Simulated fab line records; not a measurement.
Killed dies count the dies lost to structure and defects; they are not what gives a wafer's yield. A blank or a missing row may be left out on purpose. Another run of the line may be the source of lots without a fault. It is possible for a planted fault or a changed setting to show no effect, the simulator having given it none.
8D (eight disciplines) problem report, filled in by code | flow sky130 | the parts of the form that need people (team, actions taken, sign-off) are left out

1. THE PROBLEM
Wafers free of any fault read 0.272 ohm/sq (standard deviation 0.0054) for VIA2_W_RS at SKY_VIA2_RS_MEAS_22, against a mean of 0.181 ohm/sq on 2 wafers of 2 lots. Relative to the usual mean, that is a shift of -17 standard deviations.
The step: measures by four-point-probe.
Earliest sighting: wafer L553.3 on film metro-04 at day 39 15:36. The record has a number at this step for 30 wafers belonging to 10 lots. Rule for "out" (also "out of limits"): further than 4 standard deviations from the usual mean. The rest of the wafers with a number are treated as sound.

2. WHAT IT IS AND WHAT IT IS NOT
question                    | is                           | is not
which readings at this step | VIA2_W_RS                    | -
which lots                  | L553, L555                   | L545, L548, L562, L563, L564, L566, L567, L568
which wafers of those lots  | L553.3, L555.3               | L553.1, L553.2, L555.2, L555.5
read on which gauges        | film metro-03, film metro-04 | film metro-01
when                        | from day 39 15:36            | up to then (8 sound wafers); but 20 sound wafers of L555, L562, L563, L564, L566, L567, L568 came after

3. SUSPECTS, AND WHAT RULES EACH OUT
Counting: if a tool at a process step up to the reading ran every lot that is out, it stays a suspect. Sound lots after the first of them don't rule it out here, since some wafers of a struck lot are sound.
- the gauge at SKY_VIA2_RS_MEAS_22 is ruled out. Those wafers that are out were read across 2 gauges (film metro-03, film metro-04).
- plasma asher-01 at SKY_METAL2_STRIP_20 (strips in O2/N2): kept. It processed each lot that is out (first: L553, day 38 12:16); up to then, its last sound lot is L548 (day 37 08:36).
- cvd w-02 at SKY_VIA2_CVD_21 (deposits W, target thk 420 nm, time 126.4 s): kept. It processed each lot that is out (first: L553, day 39 15:28); up to then, its last sound lot is L548 (day 38 13:04).
After counting, plasma asher-01 at SKY_METAL2_STRIP_20 and cvd w-02 at SKY_VIA2_CVD_21 remain.

4. THE CAUSE (what the simulator had put in)
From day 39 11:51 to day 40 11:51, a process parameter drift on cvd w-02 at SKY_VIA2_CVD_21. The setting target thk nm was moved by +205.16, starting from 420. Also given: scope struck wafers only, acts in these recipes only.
This tool is one of the 2 suspects left after counting.

5. SEQUENCE OF EFFECTS, ordered by route
Rows list readings where the struck wafers' mean (over those with a number) sits beyond 3 standard deviations from the usual. Only readings for which the record gives a usual standard deviation are gone through. hours: the time from each lot's start at the first step in this table that gives one to its start at this step, as a median over the lots. sigmas: the change in usual standard deviations.
hours | step                | reading            | usual        | on struck wafers | change | sigmas
0     | SKY_VIA2_RS_MEAS_22 | VIA2_W_RS          | 0.272 ohm/sq | 0.181            | -0.091 | -17
0     | SKY_VIA2_CMP_24     | time to endpoint s | 103 s        | 157              | +54    | +13
Process steps it contains:
- SKY_VIA2_CMP_24: polishes, stops on SiO2, t overpolish 20 s, target thk 0 nm.
Readings that are blank on the struck wafers while sound wafers have them: VIA2_W_THK at SKY_VIA2_THK_MEAS_23.

6. HOW IT WOULD HAVE BEEN CAUGHT EARLIER
4 hours passed between the start of the fault at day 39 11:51 and the first reading out of limits at a measuring or inspecting step in this record, taken at day 39 15:36.
An alarm limit of 4 standard deviations would not have fired on the tool readings at SKY_VIA2_CVD_21 for which the record gives a usual standard deviation, since none of them was out on any struck wafer.
Lots out: 2; of these, L555 started SKY_VIA2_CVD_21 on cvd w-02 after day 39 15:36. Putting the tool on hold at that point would have spared it.
